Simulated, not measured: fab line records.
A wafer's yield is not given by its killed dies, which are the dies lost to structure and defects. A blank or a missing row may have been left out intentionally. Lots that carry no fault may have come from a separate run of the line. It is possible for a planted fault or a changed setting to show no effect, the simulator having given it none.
fab line records	flow gf180mcu
record: lots: 5	wafers: 15	last_day: 34
route steps=602 shown M4@467 V4@476
lots with no fault: from the same line, run without faults
start_h: start of the lot's first displayed wafer, in hours after the record's first day	wait_h: how many hours have passed since the lot's step before this one	" identical to the entry in the row above	L1.1+2: a row that stands for several wafers	- no value, or no start given	* or withheld: withheld	< > ~ a bound
route shown NAME@n: a module of which the file shows steps, and the number in the route of the first	usual: the fault-free wafers' mean and standard deviation	same: alike in all rows	chamber/n: place in a boat	sites: per-site readings	_std_site: how widely they spread, as a standard deviation	_edge_site: mean of outer sites minus mean of inner sites	radius_mm: for every site, how far away it sits from the centre of the wafer	mask NAME#n: copy n	behind: the tool/chamber that last shaped the wafer	hold: what put the lot on hold/how long, in hours/how the hold closed	device: which transistor (n, p or np) failed to switch	end of line: the tests these same wafers got at the end of their route	for a step that has no rows: nothing shown but its recipe	killed: at the first sort, the dies lost to defects and structure; wafer yield is something else	map: shows each die of a wafer: x if killed, . if not, _ if none is there
set.NAME: the run value of the setting; set.NAME@STEP: its run value at that earlier step	model.NAME: the simulator's own value behind a step, which no gauge read
lots at some steps of the route; a table a step, a row a wafer
services: a tool's chamber out of use, with start hour (start_h, from the record's first day; less than 0 if before it), hours out, and reason
== steps ==
step: GF_M4_EXPOSE_11
recipe: mask_id: Metal4	target_cd_nm: 280	na: 0.68	source_shape: conventional	sigma_outer: 0.6	dose_mj: 28
lot.wafer	tool	chamber	start_h	wait_h	mask
L082.1+2+5	krf_scanner-01	0	-	-	Metal4#0
L086.3+4+6	krf_scanner-02	0	-	-	Metal4#0
L091.1+2+3	krf_scanner-02	0	-	-	Metal4#0
L093.1+3+6	krf_scanner-01	0	-	-	Metal4#0
L096.3+5+6	krf_scanner-02	0	-	-	Metal4#0
step: GF_M4_PEB_12
recipe: peb_temp_c: 135	peb_time_s: 90	resist: KrF
usual: heater_power_total_W: 85.70/0.082
lot.wafer	tool	chamber	start_h	wait_h	heater_power_total_W
L082.1	litho_track-04	0	-	-	85.56
L082.2	"	0	"	"	85.62
L082.5	"	0	"	"	85.63
L086.3	litho_track-01	0	-	-	85.63
L086.4	"	0	"	"	85.73
L086.6	"	0	"	"	85.74
L091.1	litho_track-01	0	-	-	85.67
L091.2	"	0	"	"	85.84
L091.3	"	0	"	"	85.73
L093.1	litho_track-02	0	-	-	85.74
L093.3	"	0	"	"	85.85
L093.6	"	0	"	"	85.72
L096.3	litho_track-04	0	-	-	85.85
L096.5	"	0	"	"	85.73
L096.6	"	0	"	"	85.74
step: GF_M4_DEVELOP_13
recipe: develop_time_s: 60	dev_temp_c: 21
lot.wafer	tool	chamber	start_h	wait_h
L082.1+2+5	litho_track-04	0	609.25	0.2
L086.3+4+6	litho_track-01	0	635.77	0.1
L091.1+2+3	litho_track-01	0	679.02	0.2
L093.1+3+6	litho_track-02	0	682.51	0.2
L096.3+5+6	litho_track-04	0	713.50	0.1
step: GF_M4_CD_MEAS_14
recipe: target_cd_nm: 280
usual: cd_nm: 279.8/1.3
lot.wafer	tool	chamber	start_h	wait_h	cd_nm
L082.1	cd_sem-02	-	609.40	0.1	280.5
L082.2	"	-	"	"	280.2
L082.5	"	-	"	"	280.1
L086.3	cd_sem-02	-	635.91	0.1	281.2
L086.4	"	-	"	"	280.0
L086.6	"	-	"	"	281.6
L091.1	cd_sem-01	-	679.17	0.1	276.9
L091.2	"	-	"	"	276.1
L091.3	"	-	"	"	276.6
L093.1	cd_sem-01	-	682.66	0.1	282.7
L093.3	"	-	"	"	281.6
L093.6	"	-	"	"	281.1
L096.3	cd_sem-01	-	713.64	0.1	281.2
L096.5	"	-	"	"	279.3
L096.6	"	-	"	"	281.4
step: GF_M4_OVL_MEAS_15
usual: M4_OVL: 2/5.4
lot.wafer	tool	chamber	start_h	wait_h	M4_OVL[nm]
L082.1	overlay-01	-	609.52	0.1	-4
L082.2	"	-	"	"	4
L082.5	"	-	"	"	-1
L086.3	overlay-01	-	636.00	0.1	4
L086.4	"	-	"	"	9
L086.6	"	-	"	"	2
L091.1	overlay-01	-	679.29	0.1	-4
L091.2	"	-	"	"	-4
L091.3	"	-	"	"	-5
L093.1	overlay-02	-	682.78	0.1	9
L093.3	"	-	"	"	3
L093.6	"	-	"	"	6
L096.3	overlay-02	-	713.73	0.1	6
L096.5	"	-	"	"	3
L096.6	"	-	"	"	7
step: GF_M4_METAL_ETCH_16
recipe: chemistry: Cl2/BCl3	mask_material: KrF	target_depth_nm: 627.5	stop_on: SiO2	pressure_mtorr: 8	icp_w: 800	bias_w: 140	Cl2_flow_sccm: 80	bcl3_flow_sccm: 40	time_s: 104.6
usual: drypump_motor_current_A: 5.8/0.57	mfc_cl2_sccm: 80.04/0.22	oes_product_au: 0.967/0.0057	throttle_valve_pct: 28.254/0.01
lot.wafer	tool	chamber	start_h	wait_h	drypump_motor_current_A	mfc_cl2_sccm	oes_product_au	rf_hours_counter_h	throttle_valve_pct
L082.1	rie_metal-02	0	609.55	0.0	6.0	80.37	0.960	10	28.251
L082.2	"	0	"	"	6.0	79.96	0.962	-	28.263
L082.5	"	0	"	"	6.0	80.48	0.967	-	28.253
L086.3	rie_metal-03	0	636.06	0.1	4.8	80.00	0.959	-	28.266
L086.4	"	1	"	"	5.8	79.93	0.971	-	28.247
L086.6	"	0	"	"	4.8	80.11	0.969	-	28.250
L091.1	rie_metal-03	1	679.32	0.0	5.8	79.98	0.979	6	28.251
L091.2	"	0	"	"	4.8	79.88	0.967	4	28.265
L091.3	"	0	"	"	4.8	79.70	0.971	-	28.259
L093.1	rie_metal-03	0	682.82	0.0	4.8	80.14	0.966	5	28.257
L093.3	"	0	"	"	4.8	80.38	0.966	-	28.230
L093.6	"	1	"	"	5.8	80.30	0.967	-	28.265
L096.3	rie_metal-04	0	713.83	0.1	5.7	80.24	0.972	-	28.258
L096.5	"	0	"	"	5.7	80.41	0.970	-	28.242
L096.6	"	0	"	"	5.7	80.01	0.970	-	28.248
step: GF_M4_STRIP_17
recipe: chemistry: O2/N2	power_w: 1400	pressure_mtorr: 1500	platen_temp_c: 250	o2_flow_sccm: 3000	n2_flow_sccm: 300	overash_fraction: 0.5
usual: drypump_motor_current_A: 6.08/0.2	heater_power_w: 360/30	oes_product_au: 0.558/0.0052	strip_time_to_endpoint_s: 7.89/0.063
same: overash_fraction: 0.5
lot.wafer	tool	chamber	start_h	wait_h	drypump_motor_current_A	heater_power_w	oes_product_au	rf_hours_counter_h	strip_time_to_endpoint_s
L082.1	plasma_asher-03	1	609.78	0.2	6.17	381	0.556	95	7.81
L082.2	"	0	"	"	6.34	322	0.559	95	7.82
L082.5	"	1	"	"	6.12	395	0.552	-	7.81
L086.3	plasma_asher-01	1	636.17	0.1	5.79	398	0.552	-	7.91
L086.4	"	0	"	"	6.11	354	0.557	-	7.88
L086.6	"	0	"	"	6.11	364	0.555	-	7.95
L091.1	plasma_asher-02	1	679.44	0.1	5.80	329	0.549	62	7.83
L091.2	"	0	"	"	6.07	341	0.559	62	7.83
L091.3	"	1	"	"	5.80	325	0.555	-	7.83
L093.1	plasma_asher-02	1	682.93	0.1	5.83	326	0.558	62	7.90
L093.3	"	1	"	"	5.82	328	0.557	-	7.88
L093.6	"	1	"	"	5.81	320	0.560	-	7.90
L096.3	plasma_asher-01	0	714.01	0.1	6.13	357	0.560	-	7.88
L096.5	"	0	"	"	6.15	360	0.557	-	7.82
L096.6	"	1	"	"	5.77	386	0.550	-	7.85
step: GF_M4_STRIP_18
recipe: chemistry: post_etch_residue_remover	time_s: 1200	temp_c: 72.5
lot.wafer	tool	chamber	start_h	wait_h
L082.1+2+5	wet_bench-03	1	609.88	0.1
L086.3+4+6	wet_bench-04	0	636.24	0.0
L091.1+2+3	wet_bench-01	1	679.54	0.1
L093.1+3+6	wet_bench-04	0	683.03	0.1
L096.3+5+6	wet_bench-01	3	714.08	0.0
step: GF_M4_CLEAN_19
recipe: chemistry: DIW	dry: n2_spin
lot.wafer	tool	chamber	start_h	wait_h
L082.1+2+5	wet_bench-04	1	610.22	0.0
L086.3+4+6	wet_bench-01	2	636.61	0.0
L091.1+2+3	wet_bench-01	3	679.88	0.0
L093.1+3+6	wet_bench-03	3	683.41	0.0
L096.3+5+6	wet_bench-04	1	714.42	0.0
step: GF_V4_CVD_00
recipe: material: SiO2	target_thk_nm: 600	sigma_open_frac: 0.3	temp_c: 400	time_s: 100	sih4_flow_sccm: 60	pressure_mtorr: 6
lot.wafer	tool	chamber	start_h	wait_h
L082.1+2+5	hdpcvd-02	1,0,1	610.32	0.0
L086.3+4+6	hdpcvd-01	0,1,2	636.70	0.0
L091.1+2+3	hdpcvd-02	2,0,1	679.97	0.0
L093.1+3+6	hdpcvd-02	1,2,0	683.50	0.0
L096.3+5+6	hdpcvd-01	2,1,2	714.51	0.0
step: GF_V4_THK_MEAS_01
recipe: reads: SiO2_of_V4_CVD_00
usual: V4_CVD_00_THK: 604/6.9
lot.wafer	tool	chamber	start_h	wait_h	V4_CVD_00_THK[nm]
L082.1	film_metro-02	-	610.39	0.0	607
L082.2	"	-	"	"	610
L082.5	"	-	"	"	606
L086.3	film_metro-02	-	636.79	0.1	609
L086.4	"	-	"	"	607
L086.6	"	-	"	"	606
L091.1	film_metro-02	-	680.04	0.0	601
L091.2	"	-	"	"	610
L091.3	"	-	"	"	622
L093.1	film_metro-02	-	683.57	0.0	607
L093.3	"	-	"	"	593
L093.6	"	-	"	"	607
L096.3	film_metro-04	-	714.60	0.1	604
L096.5	"	-	"	"	611
L096.6	"	-	"	"	600
step: GF_V4_CVD_02
recipe: material: SiO2	target_thk_nm: 850	precursor: TEOS	temp_c: 400	time_s: 94.851	rf_w: 600
usual: heater_power_w: 715/100
lot.wafer	tool	chamber	start_h	wait_h	heater_power_w
L082.1	pecvd-04	0	610.45	0.1	803
L082.2	"	1	"	"	801
L082.5	"	0	"	"	642
L086.3	pecvd-02	0	636.83	0.0	751
L086.4	"	0	"	"	802
L086.6	"	2	"	"	701
L091.1	pecvd-01	1	680.10	0.1	568
L091.2	"	0	"	"	627
L091.3	"	2	"	"	754
L093.1	pecvd-02	0	683.63	0.1	822
L093.3	"	2	"	"	661
L093.6	"	0	"	"	655
L096.3	pecvd-01	0	714.64	0.0	609
L096.5	"	0	"	"	635
L096.6	"	2	"	"	658
step: GF_V4_THK_MEAS_03
recipe: reads: SiO2_of_V4_CVD_02
usual: V4_CVD_02_THK: 843/13
lot.wafer	tool	chamber	start_h	wait_h	V4_CVD_02_THK[nm]
L082.1	film_metro-02	-	610.52	0.0	844
L082.2	"	-	"	"	839
L082.5	"	-	"	"	864
L086.3	film_metro-03	-	636.92	0.1	833
L086.4	"	-	"	"	845
L086.6	"	-	"	"	867
L091.1	film_metro-02	-	680.17	0.0	854
L091.2	"	-	"	"	836
L091.3	"	-	"	"	852
L093.1	film_metro-02	-	683.70	0.0	844
L093.3	"	-	"	"	867
L093.6	"	-	"	"	867
L096.3	film_metro-03	-	714.73	0.1	825
L096.5	"	-	"	"	846
L096.6	"	-	"	"	862
step: GF_V4_CMP_04
recipe: material: SiO2	down_force_psi: 4	platen_rpm: 60	pad_velocity_m_s: 0.94248
usual: edge_zone_pressure_frac: 1.000/0.0053	motor_current_A: 12.0/1.4	time_to_endpoint_s: 80/5.6
lot.wafer	tool	chamber	start_h	wait_h	edge_zone_pressure_frac	motor_current_A	time_to_endpoint_s
L082.1	cmp-01	1	610.58	0.1	0.998	9.9	82
L082.2	"	2	"	"	0.999	12.5	80
L082.5	"	1	"	"	1.000	9.5	88
L086.3	cmp-01	1	636.96	0.0	1.003	10.3	75
L086.4	"	0	"	"	0.998	10.6	83
L086.6	"	2	"	"	1.009	12.3	87
L091.3	cmp-02	3	680.23	0.0	1.001	12.7	85
L091.1	"	0	"	"	1.006	13.4	85
L091.2	"	2	"	"	1.001	11.3	79
L093.3	cmp-01	3	683.86	0.1	0.990	13.3	86
L093.1	"	0	"	"	0.999	10.3	82
L093.6	"	2	"	"	0.996	11.5	92
L096.3	cmp-02	1	714.92	0.2	1.001	13.6	77
L096.5	"	2	"	"	0.996	11.2	80
L096.6	"	3	"	"	0.997	12.8	84
step: GF_V4_BOW_MEAS_05
recipe: mode: bow
usual: V4_BOW: 134/9
lot.wafer	tool	chamber	start_h	wait_h	V4_BOW[um]
L082.1	film_metro-02	-	610.88	0.2	139
L082.2	"	-	"	"	130
L082.5	"	-	"	"	141
L086.3	film_metro-04	-	637.30	0.3	134
L086.4	"	-	"	"	128
L086.6	"	-	"	"	137
L091.1	film_metro-04	-	680.53	0.2	132
L091.2	"	-	"	"	133
L091.3	"	-	"	"	139
L093.1	film_metro-03	-	684.06	0.1	153
L093.3	"	-	"	"	146
L093.6	"	-	"	"	147
L096.3	film_metro-03	-	715.11	0.1	130
L096.5	"	-	"	"	126
L096.6	"	-	"	"	128
step: GF_V4_DEHYDRATE_06
recipe: temp_c: 200	time_s: 60
usual: heater_power_total_W: 160.38/0.13
lot.wafer	tool	chamber	start_h	wait_h	heater_power_total_W
L082.1	litho_track-02	0	620.57	9.7	160.38
L082.2	"	0	"	"	160.56
L082.5	"	0	"	"	160.43
L086.3	litho_track-02	0	647.16	9.8	160.43
L086.4	"	0	"	"	160.47
L086.6	"	0	"	"	160.30
L091.1	litho_track-02	0	689.16	8.6	160.60
L091.2	"	0	"	"	160.36
L091.3	"	0	"	"	160.21
L093.1	litho_track-02	0	693.26	9.2	160.33
L093.3	"	0	"	"	160.43
L093.6	"	0	"	"	160.40
L096.3	litho_track-03	0	723.35	8.2	160.32
L096.5	"	0	"	"	160.28
L096.6	"	0	"	"	160.21
step: GF_V4_HMDS_07
recipe: prime_time_s: 60	prime_temp_c: 120
lot.wafer	tool	chamber	start_h	wait_h
L082.1+2+5	litho_track-02	0	620.72	0.1
L086.3+4+6	litho_track-02	0	647.31	0.1
L091.1+2+3	litho_track-02	0	689.31	0.1
L093.1+3+6	litho_track-02	0	693.41	0.1
L096.3+5+6	litho_track-03	0	723.50	0.1
step: GF_V4_COAT_08
recipe: resist: BARC	temp_c: withheld	time_s: withheld	spin_rpm: withheld	resist_thk_nm: withheld
lot.wafer	tool	chamber	start_h	wait_h
L082.1+2+5	litho_track-02	0	620.87	0.1
L086.3+4+6	litho_track-02	0	647.46	0.1
L091.1+2+3	litho_track-02	0	689.46	0.1
L093.1+3+6	litho_track-02	0	693.56	0.1
L096.3+5+6	litho_track-03	0	723.65	0.1
step: GF_V4_COAT_09
recipe: resist: KrF	spin_rpm: withheld	resist_thk_nm: 1000
lot.wafer	tool	chamber	start_h	wait_h
L082.1+2+5	litho_track-02	0	-	-
L086.3+4+6	litho_track-02	0	-	-
L091.1+2+3	litho_track-02	0	-	-
L093.1+3+6	litho_track-02	0	-	-
L096.3+5+6	litho_track-03	0	-	-
step: GF_V4_SOFTBAKE_10
recipe: temp_c: 130	time_s: 60	resist: KrF
usual: heater_power_total_W: 93.06/0.059
lot.wafer	tool	chamber	start_h	wait_h	heater_power_total_W
L082.1	litho_track-02	0	-	-	93.09
L082.2	"	0	"	"	93.10
L082.5	"	0	"	"	93.05
L086.3	litho_track-02	0	-	-	93.04
L086.4	"	0	"	"	93.05
L086.6	"	0	"	"	93.11
L091.1	litho_track-02	0	-	-	93.02
L091.2	"	0	"	"	92.91
L091.3	"	0	"	"	93.12
L093.1	litho_track-02	0	-	-	93.14
L093.3	"	0	"	"	93.01
L093.6	"	0	"	"	93.08
L096.3	litho_track-03	0	-	-	93.14
L096.5	"	0	"	"	93.06
L096.6	"	0	"	"	93.13
step: GF_V4_EXPOSE_11
recipe: mask_id: Via4	target_cd_nm: 260	na: 0.68	source_shape: conventional	sigma_outer: 0.6	dose_mj: 38
lot.wafer	tool	chamber	start_h	wait_h	mask
L082.1+2+5	krf_scanner-02	0	-	-	Via4#0
L086.3+4+6	krf_scanner-01	0	-	-	Via4#0
L091.1+2+3	krf_scanner-02	0	-	-	Via4#0
L093.1+3+6	krf_scanner-01	0	-	-	Via4#0
L096.3+5+6	krf_scanner-01	0	-	-	Via4#0
step: GF_V4_PEB_12
recipe: peb_temp_c: 135	peb_time_s: 90	resist: KrF
usual: heater_power_total_W: 85.70/0.087
lot.wafer	tool	chamber	start_h	wait_h	heater_power_total_W
L082.1	litho_track-04	0	-	-	85.65
L082.2	"	0	"	"	85.62
L082.5	"	0	"	"	85.79
L086.3	litho_track-03	0	-	-	85.74
L086.4	"	0	"	"	85.62
L086.6	"	0	"	"	85.55
L091.1	litho_track-02	0	-	-	85.75
L091.2	"	0	"	"	85.82
L091.3	"	0	"	"	85.70
L093.1	litho_track-04	0	-	-	85.75
L093.3	"	0	"	"	85.84
L093.6	"	0	"	"	85.59
L096.3	litho_track-04	0	-	-	85.78
L096.5	"	0	"	"	85.69
L096.6	"	0	"	"	85.80
step: GF_V4_DEVELOP_13
recipe: develop_time_s: 60	resist: KrF	dev_temp_c: 21
lot.wafer	tool	chamber	start_h	wait_h
L082.1+2+5	litho_track-04	0	631.75	0.2
L086.3+4+6	litho_track-03	0	657.85	0.1
L091.1+2+3	litho_track-02	0	699.31	0.2
L093.1+3+6	litho_track-04	0	702.70	0.2
L096.3+5+6	litho_track-04	0	733.25	0.1
step: GF_V4_CD_MEAS_14
recipe: target_cd_nm: 260
usual: cd_nm: 259.9/1.2
lot.wafer	tool	chamber	start_h	wait_h	cd_nm
L082.1	cd_sem-02	-	631.90	0.1	260.6
L082.2	"	-	"	"	260.6
L082.5	"	-	"	"	260.7
L086.3	cd_sem-01	-	657.99	0.1	260.6
L086.4	"	-	"	"	261.0
L086.6	"	-	"	"	259.7
L091.1	cd_sem-02	-	699.46	0.1	257.8
L091.2	"	-	"	"	258.7
L091.3	"	-	"	"	259.9
L093.1	cd_sem-02	-	702.85	0.1	260.5
L093.3	"	-	"	"	258.4
L093.6	"	-	"	"	259.9
L096.3	cd_sem-01	-	733.39	0.1	260.6
L096.5	"	-	"	"	261.3
L096.6	"	-	"	"	261.6
step: GF_V4_OVL_MEAS_15
usual: V4_OVL: -2/6
lot.wafer	tool	chamber	start_h	wait_h	V4_OVL[nm]
L082.1	overlay-02	-	632.02	0.1	-6
L082.2	"	-	"	"	-9
L082.5	"	-	"	"	-9
L086.3	overlay-02	-	658.09	0.1	5
L086.4	"	-	"	"	1
L086.6	"	-	"	"	-2
L091.1	overlay-02	-	699.58	0.1	-1
L091.2	"	-	"	"	-4
L091.3	"	-	"	"	-6
L093.1	overlay-02	-	702.97	0.1	11
L093.3	"	-	"	"	4
L093.6	"	-	"	"	1
L096.3	overlay-01	-	733.48	0.1	1
L096.5	"	-	"	"	1
L096.6	"	-	"	"	-3
step: GF_V4_ETCH_16
recipe: chemistry: N2/H2	target_depth_a: withheld	overetch_a: withheld	time_s: withheld	target: BARC	ion_energy_ev: 200	source_w: 500	bias_w: 100	pressure_mtorr: 30	n2_flow_sccm: 100	h2_flow_sccm: 200
usual: drypump_motor_current_A: 6.0/0.5	oes_product_au: 0.855/0.0042	throttle_valve_pct: 13.225/0.0093
lot.wafer	tool	chamber	start_h	wait_h	drypump_motor_current_A	oes_product_au	throttle_valve_pct
L082.1	rie_diel-03	1	632.05	0.0	5.1	0.866	13.233
L082.2	"	2	"	"	5.6	0.853	13.222
L082.5	"	3	"	"	5.1	0.851	13.237
L086.3	rie_diel-01	2	658.11	0.0	6.0	0.854	13.211
L086.4	"	1	"	"	6.8	0.858	13.224
L086.6	"	3	"	"	5.6	0.857	13.235
L091.1	rie_diel-04	1	699.62	0.0	6.0	0.854	13.245
L091.2	"	0	"	"	6.0	0.851	13.214
L091.3	"	3	"	"	6.1	0.853	13.225
L093.1	rie_diel-01	0	703.00	0.0	6.3	0.849	13.226
L093.3	"	2	"	"	6.0	0.855	13.212
L093.6	"	0	"	"	6.3	0.857	13.220
L096.3	rie_diel-03	3	733.50	0.0	5.1	0.866	13.224
L096.5	"	3	"	"	5.1	0.860	13.240
L096.6	"	2	"	"	5.6	0.851	13.226
step: GF_V4_ETCH_17
recipe: chemistry: C4F8/O2/Ar	mask_material: KrF	target: SiO2	stop_on: TiN	source_w: 1500	bias_w: 1200	pressure_mtorr: 40	c4f8_flow_sccm: withheld	O2_flow_sccm: 6	Ar_flow_sccm: 300	time_s: withheld	target_depth_a: 6300
usual: oes_product_au: 0.856/0.0048
lot.wafer	tool	chamber	start_h	wait_h	oes_product_au
L082.1	rie_diel-03	1	-	-	0.856
L082.2	"	2	"	"	0.861
L082.5	"	3	"	"	0.862
L086.3	rie_diel-01	2	-	-	0.850
L086.4	"	1	"	"	0.856
L086.6	"	3	"	"	0.851
L091.1	rie_diel-04	1	-	-	0.863
L091.2	"	0	"	"	0.857
L091.3	"	3	"	"	0.850
L093.1	rie_diel-01	0	-	-	0.855
L093.3	"	2	"	"	0.854
L093.6	"	0	"	"	0.859
L096.3	rie_diel-03	3	-	-	0.865
L096.5	"	3	"	"	0.861
L096.6	"	2	"	"	0.867
step: GF_V4_STRIP_18
recipe: chemistry: O2/N2	power_w: 1400	pressure_mtorr: 1500	platen_temp_c: 250	o2_flow_sccm: 3000	n2_flow_sccm: 300	overash_fraction: 0.5
usual: drypump_motor_current_A: 6.0/0.44	heater_power_w: 323/30	oes_product_au: 0.593/0.0053
same: overash_fraction: 0.5
lot.wafer	tool	chamber	start_h	wait_h	drypump_motor_current_A	heater_power_w	oes_product_au	rf_hours_counter_h
L082.1	plasma_asher-02	1	632.18	-	5.8	318	0.591	57
L082.2	"	0	"	"	6.1	337	0.585	57
L082.5	"	1	"	"	5.8	317	0.592	-
L086.3	plasma_asher-04	1	658.27	-	5.2	291	0.597	-
L086.4	"	0	"	"	6.4	302	0.597	-
L086.6	"	0	"	"	6.4	309	0.599	-
L091.1	plasma_asher-04	0	699.75	-	6.5	310	0.593	94
L091.2	"	1	"	"	5.3	285	0.604	94
L091.3	"	0	"	"	6.4	301	0.599	-
L093.1	plasma_asher-03	1	703.13	-	6.2	381	0.598	106
L093.3	"	0	"	"	6.3	327	0.590	-
L093.6	"	0	"	"	6.3	326	0.586	-
L096.3	plasma_asher-04	0	733.67	-	6.4	300	0.585	-
L096.5	"	1	"	"	5.2	288	0.586	-
L096.6	"	0	"	"	6.4	301	0.596	-
step: GF_V4_STRIP_19
recipe: chemistry: post_etch_residue_remover	time_s: 1200	temp_c: 72.5
lot.wafer	tool	chamber	start_h	wait_h
L082.1+2+5	wet_bench-03	2	632.28	0.1
L086.3+4+6	wet_bench-03	3	658.34	0.0
L091.1+2+3	wet_bench-03	0	699.85	0.1
L093.1+3+6	wet_bench-01	0	703.23	0.1
L096.3+5+6	wet_bench-03	3	733.73	0.0
== services ==
tool	chamber	start_h	hours	kind
rie_metal-03	-	580.17	14.6	pm
cmp-01	-	580.65	2.4	repair
cmp-01	-	587.00	4.0	pm
pecvd-01	-	591.12	14.0	pm
krf_scanner-01	-	595.07	0.5	repair
rie_diel-03	0	598.03	3.8	repair
rie_metal-03	0	604.24	1.1	repair
krf_scanner-01	-	605.27	1.0	pm
rie_diel-01	-	608.41	1.5	repair
plasma_asher-02	-	615.97	6.1	repair
rie_diel-01	1	643.16	6.4	repair
krf_scanner-02	-	648.70	1.0	pm
krf_scanner-02	-	660.29	0.7	repair
krf_scanner-01	-	662.48	0.8	pm
krf_scanner-02	-	670.80	1.5	repair
rie_diel-03	3	673.18	17.5	repair
rie_diel-01	3	679.13	2.0	repair
rie_diel-03	2	681.28	5.8	repair
rie_diel-03	-	694.94	0.7	repair
hdpcvd-02	-	702.36	2.8	pm
krf_scanner-01	-	704.88	1.3	pm
wet_bench-03	-	709.82	2.7	repair
krf_scanner-02	-	727.09	0.8	pm
wet_bench-01	-	728.29	3.1	repair
== key ==
fault none
